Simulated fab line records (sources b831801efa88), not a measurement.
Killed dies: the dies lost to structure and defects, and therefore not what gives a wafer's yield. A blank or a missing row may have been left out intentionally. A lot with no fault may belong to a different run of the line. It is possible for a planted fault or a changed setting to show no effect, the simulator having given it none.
What tool caused it? + flow sky130 + 6 lots, 18 wafers sampled, at 2 steps of a route of 708

WHAT THE GAUGES SHOWED, per wafer
SKY_CONTACT_THK_MEAS_01.
| lot  | measured     | on            | CONTACT_CVD_00_THK (nm) |
|------|--------------|---------------|-------------------------|
| L445 | day 30 15:16 | film metro-01 | 74.3 74.2 75.8          |
| L449 | day 31 23:58 | film metro-03 | 75.0 75.3 76.2          |
| L452 | day 33 11:55 | film metro-02 | 75.9 75.7 75.2          |
| L454 | day 33 19:20 | film metro-01 | 75.1 75.5 75.0          |
| L464 | day 36 15:08 | film metro-01 | 74.8 74.7 75.4          |
| L466 | day 37 07:20 | film metro-01 | 74.9 74.9 75.8          |

WHAT TOOL EACH LOT RAN ON (gives the tool, then ch and the chambers of the sampled wafers, and finally the start)
| lot  | SKY_RES_XHIGH_EXPOSE_04             |
|------|-------------------------------------|
| L445 | iline stepper-02 ch 0, day 26 07:52 |
| L449 | iline stepper-01 ch 0, day 27 18:50 |
| L452 | iline stepper-01 ch 0, day 29 08:26 |
| L454 | iline stepper-02 ch 0, day 29 14:58 |
| L464 | iline stepper-01 ch 0, day 32 16:46 |
| L466 | iline stepper-02 ch 0, day 33 08:58 |
- SKY_RES_XHIGH_EXPOSE_04: exposes mask URPM, target cd 1270 nm.

THE ANSWER, worked out from the rows above alone
Rule: what is usual is taken from the lots themselves. The widest of any qualifying gaps counts: lots, ordered by their means at a reading, are off when they make up no more than a third of the lots, leave a main group of 4 or more, and stand apart from it by 3 or more times the standard deviation of that group's means. If all means in a main group match to the digits the tables above print for the reading, that group is not used. Also off: a lot with no number at a reading for which 4 or more lots have one. The other lots that the step has rows for count as sound.
No lot is off on any of the readings shown, so nothing can be concluded from this.

WHAT THE SIMULATOR HAD PUT IN
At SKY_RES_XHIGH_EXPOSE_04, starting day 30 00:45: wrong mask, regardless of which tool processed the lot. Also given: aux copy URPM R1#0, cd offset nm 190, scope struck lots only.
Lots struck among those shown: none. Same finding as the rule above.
